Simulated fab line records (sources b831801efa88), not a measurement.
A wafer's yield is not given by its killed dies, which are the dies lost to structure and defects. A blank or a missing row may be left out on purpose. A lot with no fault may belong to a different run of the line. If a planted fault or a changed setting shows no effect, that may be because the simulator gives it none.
Code-filled problem report in 8D (eight disciplines) form | flow sky130 | the parts of the form that need people (team, actions taken, sign-off) are left out

## 1. THE ISSUE
Wafers without a fault read 5e+11, standard deviation 5.4e+08; dose_ions_cm2 at SKY_VT_ADJUST_PCH_IMPLANT_08 reads a mean of 5e+11 on 6 wafers belonging to 2 lots. That puts it +14 standard deviations away from the usual mean.
The first sign was on wafer L343.2 at day 10 23:31, on implanter-04. The record holds 39 wafers of 13 lots with a number at this step. Rule for "out" (also "out of limits"): further than 4 standard deviations from the usual mean. All remaining wafers that have a number are taken as sound.

## 2. WHAT IT IS, WHAT IT ISN'T
question                    | is                     | is not
which readings at this step | dose_ions_cm2          | beam_energy_keV
which lots                  | L343, L345             | L341, L342, L353, L355, L356, L357, L358, L359, L361, L362, L363
which wafers of those lots  | all that have a number | -
read on which tools         | implanter-04           | implanter-01, implanter-03
when                        | from day 10 23:31      | up to then (6 sound wafers); but 27 sound wafers of L353, L355, L356, L357, L358, L359, L361, L362, L363 came after

## 3. WHAT RULES OUT EACH SUSPECT
Counting: a tool at a process step up to the reading stays a suspect if it ran every lot that is out and no sound lot after the first of them.
- implanter-04 at SKY_VT_ADJUST_PCH_IMPLANT_08: ruled out as a lasting fault. The sound lots L355, L359, L362 went through it after L343, its earliest lot that is out (day 10 23:31).
Left after counting: nothing in the record.

## 4. THE CAUSE (what the simulator had put in)
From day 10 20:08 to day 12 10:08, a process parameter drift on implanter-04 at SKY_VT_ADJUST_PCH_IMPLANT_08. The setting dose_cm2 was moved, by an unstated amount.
Counting ruled it out, wrongly.

## 5. SEQUENCE OF EFFECTS, ordered by route
One row per reading whose mean, taken over the struck wafers that have a number, lies over 3 standard deviations from the usual. Readings are gone through only where the record gives a usual standard deviation; hours: the median, over the lots, of the time from a lot's start at the first step in this table giving one to that lot's start at this step; sigmas: the change measured in usual standard deviations.
hours | step                         | reading       | usual | on struck wafers | change | sigmas
0     | SKY_VT_ADJUST_PCH_IMPLANT_08 | dose_ions_cm2 | 5e+11 | 5e+11            | +7e+09 | +14
Here are the process steps it includes:
- SKY_VT_ADJUST_PCH_IMPLANT_08
At these later measuring or inspecting steps, every struck wafer for which the step has a row has a number for every such reading, and none has moved that far: SKY_METAL1_RS_MEAS_05, SKY_VIA1_CD_MEAS_12.

## 6. HOW IT WOULD HAVE BEEN CAUGHT EARLIER
3 hours passed between the start of the fault at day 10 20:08 and the first reading out of limits in this record, taken at day 10 23:31.
